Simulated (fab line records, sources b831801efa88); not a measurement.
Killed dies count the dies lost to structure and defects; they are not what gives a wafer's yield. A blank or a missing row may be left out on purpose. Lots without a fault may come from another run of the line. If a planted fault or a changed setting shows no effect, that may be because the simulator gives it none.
The tool behind it: which one? || flow sky130 || route of 708 steps, sampled at 1 step: 7 lots, 21 wafers

## WHAT THE GAUGES READ, wafer by wafer
SKY_VT_ADJUST_HVTR_OVL_MEAS_08.
{"lot": "L755", "measured": "day 10 05:00", "on": "overlay-02", "VT_ADJUST_HVTR_OVL (nm)": "4.1 3.0 4.1"}
{"lot": "L758", "measured": "day 11 10:15", "on": "overlay-01", "VT_ADJUST_HVTR_OVL (nm)": "1.2 0.7 0.7"}
{"lot": "L766", "measured": "day 13 13:23", "on": "overlay-02", "VT_ADJUST_HVTR_OVL (nm)": "1.9 2.4 2.2"}
{"lot": "L768", "measured": "day 14 04:45", "on": "overlay-02", "VT_ADJUST_HVTR_OVL (nm)": "0.0 1.2 0.3"}
{"lot": "L770", "measured": "day 14 21:36", "on": "overlay-01", "VT_ADJUST_HVTR_OVL (nm)": "2.3 2.6 0.6"}
{"lot": "L772", "measured": "day 15 08:35", "on": "overlay-02", "VT_ADJUST_HVTR_OVL (nm)": "2.4 2.2 1.2"}
{"lot": "L775", "measured": "day 16 09:08", "on": "overlay-01", "VT_ADJUST_HVTR_OVL (nm)": "1.0 1.5 2.0"}

## EACH LOT AND THE TOOL THAT RAN IT (in order: tool; ch and the chambers of the sampled wafers; start)
The record holds no process step before these readings.

## THE ANSWER, worked out from the rows above alone
Rule: the lots themselves supply what counts as usual. Put in order of their means at a reading, lots are off if they are a third of the lots or fewer, leave a main group of 4 or more, and stand apart from it by a gap of 3 or more times the standard deviation of the main group's means; of several such gaps the widest counts. Not used: any main group whose means are identical at the precision the tables above print for the reading. A lot without any number at a reading at which 4 lots or more have one is off too. All remaining lots with rows at the step are treated as sound.
No lot is off at any reading shown: from this, nothing can be told.

## WHAT WAS PUT IN BY THE SIMULATOR
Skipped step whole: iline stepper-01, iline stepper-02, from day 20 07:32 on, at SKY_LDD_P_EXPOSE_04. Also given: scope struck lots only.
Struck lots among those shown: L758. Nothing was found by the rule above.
